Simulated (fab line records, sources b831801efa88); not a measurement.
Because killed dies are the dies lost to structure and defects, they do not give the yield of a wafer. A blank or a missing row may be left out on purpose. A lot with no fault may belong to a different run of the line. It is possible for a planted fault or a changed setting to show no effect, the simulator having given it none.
Matching of chambers / flow sky130 / 3 sister chambers for SKY_CAPM_CVD_00 on pecvd-04
The step deposits SiO2, target thk 15.5 nm. 22 wafers are shown with their chamber, then 11 later ones without.

## EACH WAFER AND ITS CHAMBER
wafer=L074.2; chamber=0; heater_power_w (W)=659
wafer=L074.3; chamber=2; heater_power_w (W)=555
wafer=L074.5; chamber=0; heater_power_w (W)=671
wafer=L075.1; chamber=1; heater_power_w (W)=749
wafer=L075.2; chamber=2; heater_power_w (W)=621
wafer=L075.3; chamber=0; heater_power_w (W)=765
wafer=L077.1; chamber=0; heater_power_w (W)=788
wafer=L077.4; chamber=2; heater_power_w (W)=622
wafer=L077.5; chamber=1; heater_power_w (W)=788
wafer=L079.1; chamber=0; heater_power_w (W)=726
wafer=L079.2; chamber=1; heater_power_w (W)=683
wafer=L079.3; chamber=2; heater_power_w (W)=593
wafer=L079.4; chamber=2; heater_power_w (W)=610
wafer=L079.5; chamber=1; heater_power_w (W)=648
wafer=L079.6; chamber=0; heater_power_w (W)=720
wafer=L083.1; chamber=0; heater_power_w (W)=720
wafer=L083.2; chamber=2; heater_power_w (W)=645
wafer=L083.6; chamber=1; heater_power_w (W)=718
wafer=L091.1; chamber=1; heater_power_w (W)=776
wafer=L091.2; chamber=2; heater_power_w (W)=538
wafer=L091.3; chamber=0; heater_power_w (W)=771
wafer=L091.4; chamber=0; heater_power_w (W)=749

SIGNATURES (means of the wafers above)
reading=heater_power_w; chamber 0=729.89; chamber 1=727.00; chamber 2=597.71; scatter within a chamber=45.4
Rule: distance of a wafer from a chamber = root of the sum over the readings of ((wafer's reading minus chamber's mean) / reading's scatter) squared. If the next closest chamber is less than 2 further off than the closest, the wafer can't be placed; otherwise it belongs to the closest. The scatter is the square root of a quotient: the sum, over the shown wafers, of each reading's squared deviation from its chamber's mean, divided by wafers minus chambers.

## WAFERS WITH NO CHAMBER GIVEN
wafer=L091.5; heater_power_w (W)=802
wafer=L091.6; heater_power_w (W)=550
wafer=L092.2; heater_power_w (W)=713
wafer=L092.3; heater_power_w (W)=732
wafer=L092.5; heater_power_w (W)=712
wafer=L093.4; heater_power_w (W)=705
wafer=L093.5; heater_power_w (W)=563
wafer=L093.6; heater_power_w (W)=801
wafer=L095.1; heater_power_w (W)=738
wafer=L095.3; heater_power_w (W)=663
wafer=L095.6; heater_power_w (W)=749

## CHAMBER TAKEN BY EACH
wafer=L091.5; from the rows above=can't be placed: 0 or 1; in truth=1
wafer=L091.6; from the rows above=2; in truth=2
wafer=L092.2; from the rows above=can't be placed: 1 or 0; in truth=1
wafer=L092.3; from the rows above=can't be placed: 0 or 1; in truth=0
wafer=L092.5; from the rows above=can't be placed: 1 or 0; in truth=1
wafer=L093.4; from the rows above=can't be placed: 1 or 0 or 2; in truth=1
wafer=L093.5; from the rows above=2; in truth=2
wafer=L093.6; from the rows above=can't be placed: 0 or 1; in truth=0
wafer=L095.1; from the rows above=can't be placed: 0 or 1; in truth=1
wafer=L095.3; from the rows above=can't be placed: 1 or 2 or 0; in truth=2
wafer=L095.6; from the rows above=can't be placed: 0 or 1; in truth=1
2 of 11 placed correctly. Not placeable from these rows: 9 (in 9, the candidates include the true chamber). Number placed wrongly: 0.
